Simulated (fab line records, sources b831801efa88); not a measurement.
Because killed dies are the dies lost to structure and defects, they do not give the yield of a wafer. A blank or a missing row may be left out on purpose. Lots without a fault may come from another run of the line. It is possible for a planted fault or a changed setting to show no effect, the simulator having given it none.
A lot that was struck, set against a sound lot | flow sky130 | 35 steps out of a route of 708
Sound: these wafers, L692.1, L692.2, L692.3. Struck: wafer L702.6 (left out: L702.2, L702.5 of the same lot, which were not struck); the cause appears at the end.
Per side, at each step with rows, come the tool, then ch with its chambers, and then its first start. Under that, the readings that differ: sound wafers | struck wafers | difference of the means | sigmas: that difference in standard deviations of wafers without a fault.
alike: a reading whose means differ by less than 2 such deviations, as well as words and numbers matching on both sides. not compared: withheld readings; readings where some wafer has no value; bounds like >300 that might hide an equal value; numbers whose values overlap and for which the record gives no deviation.
A row with sigmas, a row that says differs or no value, or rows on one side alone: a step with any of these is where the two part. When numbers do not overlap yet have no deviation, they are printed without sigmas and do not part them. A reading that every wafer of one side lacks parts them only if that side has two wafers or more.

first, 10 steps without rows for these wafers: SKY_CONTACT_HMDS_07 (prime time 60 s); SKY_CONTACT_COAT_08 (resist thk 60 nm); SKY_CONTACT_COAT_09 (resist thk 450 nm); SKY_CONTACT_SOFTBAKE_10 (time 90 s); SKY_CONTACT_EXPOSE_11 (exposes mask CTM1, target cd 170 nm); SKY_CONTACT_PEB_12; SKY_CONTACT_DEVELOP_13 (develop time 60 s); SKY_CONTACT_ETCH_16 (etches BARC in N2/H2, stops on SiO2, time 45.9 s, target depth 60 nm); SKY_CONTACT_ETCH_17 (etches SiO2 in C4F8/O2/Ar, stops on Si3N4, target depth 340 nm); SKY_CONTACT_ETCH_18 (etches Si3N4 in CHF3/O2, stops on TiN, time 39 s, target depth 75 nm).
SKY_CONTACT_STRIP_19: strips in O2/N2.
  sound on plasmaAsher-01 ch 0,1, day 33 12:02; struck on plasmaAsher-04 ch 0, day 36 09:19
  alike: drypumpMotorCurrentA, oesProductAu, stripTimeToEndpointS
  not compared: rfHoursCounterH
then, 23 steps without rows for these wafers: SKY_CONTACT_STRIP_20 (strips in post etch residue remover, time 1200 s); SKY_CONTACT_CLEAN_21 (cleans in IPA, time 180 s); SKY_CONTACT_CLEAN_22 (cleans in O3/DIW); SKY_CONTACT_SPUTTER_23 (material TiN, target thk 20 nm, time 80 s); SKY_CONTACT_CVD_24 (deposits W, target thk 340 nm, time 102.12 s); SKY_CONTACT_CMP_27 (polishes, stops on SiO2, t overpolish 15 s, target thk 0 nm); SKY_METAL1_SPUTTER_00 (material Ti, target thk 15 nm, time 10 s); SKY_METAL1_SPUTTER_01 (material TiN, target thk 20 nm, time 16.7 s); SKY_METAL1_SPUTTER_02 (material AlCu, target thk 250 nm, time 13.3 s); SKY_METAL1_SPUTTER_03 (material Ti, target thk 5 nm, time 3.3 s); SKY_METAL1_SPUTTER_04 (material TiN, target thk 70 nm, time 58.3 s); SKY_METAL1_DEHYDRATE_07 (time 60 s); SKY_METAL1_HMDS_08 (prime time 60 s); SKY_METAL1_COAT_09 (resist thk 60 nm); SKY_METAL1_COAT_10 (resist thk 450 nm); SKY_METAL1_SOFTBAKE_11 (time 90 s); SKY_METAL1_EXPOSE_12 (exposes mask MM1, target cd 140 nm); SKY_METAL1_PEB_13; SKY_METAL1_DEVELOP_14 (develop time 60 s); SKY_METAL1_DESCUM_17 (chemistry O2, time 8 s); SKY_METAL1_ETCH_18 (etches BARC in N2/H2, stops on SiO2, time 45.9 s, target depth 60 nm); SKY_METAL1_METAL_ETCH_19 (etches the open film in Cl2/BCl3, stops on SiO2, target depth 360 nm, time 78 s); SKY_METAL1_STRIP_20 (strips in O2/N2).
-- the record jumps here: 13 days lie between the struck wafers' starts before and after (it left off in module METAL1 and takes up again in module PAD_OPEN, whose first step shown is number 708 of the route) --
SKY_PAD_OPEN_PROBE_99:
  sound on prober-02 at day 47 05:00; struck on prober-02 at day 49 08:14
reading          | sound     | struck | difference | sigmas
killedAtContacts | 25 47 21  | 75     | +44        | +7
killedAtFrontEnd | 17 18 17  | 8      | -9         | -2
killedDies       | 95 105 76 | 122    | +30        | +3
killedOpen       | 53 64 39  | 26     | -26        | -4
  alike: killed_at_M0_to_M3, killed_at_M4_up, killedAtOther, killedShort

WHERE THEY PART
Only at SKY_PAD_OPEN_PROBE_99, within this record.

WHY: the cause the simulator had injected
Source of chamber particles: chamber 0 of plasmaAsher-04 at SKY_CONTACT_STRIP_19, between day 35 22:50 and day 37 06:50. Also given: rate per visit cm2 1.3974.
